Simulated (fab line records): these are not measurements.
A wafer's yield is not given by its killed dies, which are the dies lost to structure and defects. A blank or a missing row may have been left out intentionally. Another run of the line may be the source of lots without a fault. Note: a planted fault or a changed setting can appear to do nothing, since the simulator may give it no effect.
What tool caused it? -- flow sky130 -- 15 lots with 45 wafers sampled at 2 steps, on a route of 708 steps

WHAT EACH GAUGE READ, for each wafer
Not one reading of a measure or inspect step in the record can be checked against a usual standard deviation.

WHAT TOOL EACH LOT RAN ON (gives the tool, then ch and the chambers of the sampled wafers, and finally the start)
lot,SKY_SPACER_CVD_00,SKY_PAD_OPEN_PROBE_99
L160,"lpcvd-02 ch 1, day 22 13:11","prober-01, day 45 09:49"
L161,"lpcvd-02 ch 1, day 23 03:34","prober-02, day 45 19:46"
L162,"lpcvd-02 ch 1, day 23 14:02","prober-01, day 46 04:04"
L163,"lpcvd-02 ch 0, day 24 03:25","prober-02, day 46 10:50"
L164,"lpcvd-02 ch 0, day 24 14:54","prober-01, day 46 19:32"
L165,"lpcvd-02 ch 0, day 24 21:10","prober-02, day 47 02:37"
L172,"lpcvd-02 ch 1, day 27 08:47","prober-01, day 48 16:58"
L174,"lpcvd-02 ch 1, day 28 04:46","prober-01, day 49 07:07"
L175,"lpcvd-02 ch 0, day 28 08:01","prober-02, day 49 08:34"
L176,"lpcvd-02 ch 0, day 28 12:58","prober-01, day 49 11:48"
L177,"lpcvd-02 ch 1, day 29 05:26","prober-02, day 49 20:49"
L180,"lpcvd-02 ch 1, day 30 06:01","prober-01, day 50 14:55"
L181,"lpcvd-02 ch 0, day 30 10:43","prober-02, day 50 17:04"
L182,"lpcvd-02 ch 1, day 30 14:02","prober-01, day 50 17:58"
L183,"lpcvd-02 ch 0, day 30 23:23","prober-02, day 50 21:50"
- SKY_SPACER_CVD_00: deposits Si3N4 from DCS/NH3, target thk 43.1 nm, time 740 s.
- SKY_PAD_OPEN_PROBE_99

WHAT THE TOOLS THEMSELVES READ (means of the sampled wafers that have a number; where no wafer has one, the mark that the record gives instead)
SKY_PAD_OPEN_PROBE_99. Usual: killed_at_M0_to_M3 43, standard deviation 6.7; killed_at_M4_up 3.2, standard deviation 1.8; killed_at_contacts 24, standard deviation 4.8; killed_at_front_end 16, standard deviation 4.2; killed_at_other 0.3, standard deviation 0.56; killed_dies 86, standard deviation 8.5; killed_on_rim 17, standard deviation 3.9; killed_open 47, standard deviation 6.7; killed_short 39, standard deviation 6.
lot,tool,killed_at_M0_to_M3,killed_at_M4_up,killed_at_contacts,killed_at_front_end,killed_at_other,killed_dies,killed_on_rim,killed_open,killed_short,flag
L160,prober-01,39,4.0,27,15,0.0,85,17,46,39,
L161,prober-02,40,3.0,23,18,0.3,85,18,42,43,
L162,prober-01,45,4.3,24,19,0.3,92,19,50,39,
L163,prober-02,40,3.3,19,47,0.0,109,26,47,32,OFF
L164,prober-01,43,2.3,17,45,0.7,109,27,43,37,OFF
L165,prober-02,39,2.7,25,43,0.0,109,29,43,38,OFF
L172,prober-01,36,2.0,29,18,0.0,84,15,47,37,
L174,prober-01,39,4.0,18,17,1.0,79,14,37,41,
L175,prober-02,47,3.0,24,12,0.0,87,21,47,40,
L176,prober-01,43,2.3,23,15,0.0,84,19,46,37,
L177,prober-02,33,3.0,25,17,1.0,79,13,42,37,
L180,prober-01,42,3.0,21,18,0.3,85,18,44,40,
L181,prober-02,45,3.7,21,13,0.3,83,16,46,37,
L182,prober-01,44,3.3,24,11,0.0,82,17,41,41,
L183,prober-02,44,2.0,25,15,0.3,86,17,46,40,

THE ANSWER, worked out from the rows above alone
Rule: lot off if the mean of its wafers having a number is beyond 3 standard deviations from the usual mean. Also off: a lot with no number at a reading for which 4 or more lots have one. All remaining lots with rows at the step are treated as sound. After the gauges, taken in route order, come the tools' own readings; for these a lot's mean is taken, as printed above. At the first step where some lot is off, the reading lying furthest off is the one used; lots without a number count as furthest.
Off: L163, L164, L165, at SKY_PAD_OPEN_PROBE_99 (killed_at_front_end).
A tool fits if, at that step or a process step before it, it ran every lot that is off, and no sound lot after the first of them. Not one of the candidates tried fits.

WHAT THE SIMULATOR PUT IN
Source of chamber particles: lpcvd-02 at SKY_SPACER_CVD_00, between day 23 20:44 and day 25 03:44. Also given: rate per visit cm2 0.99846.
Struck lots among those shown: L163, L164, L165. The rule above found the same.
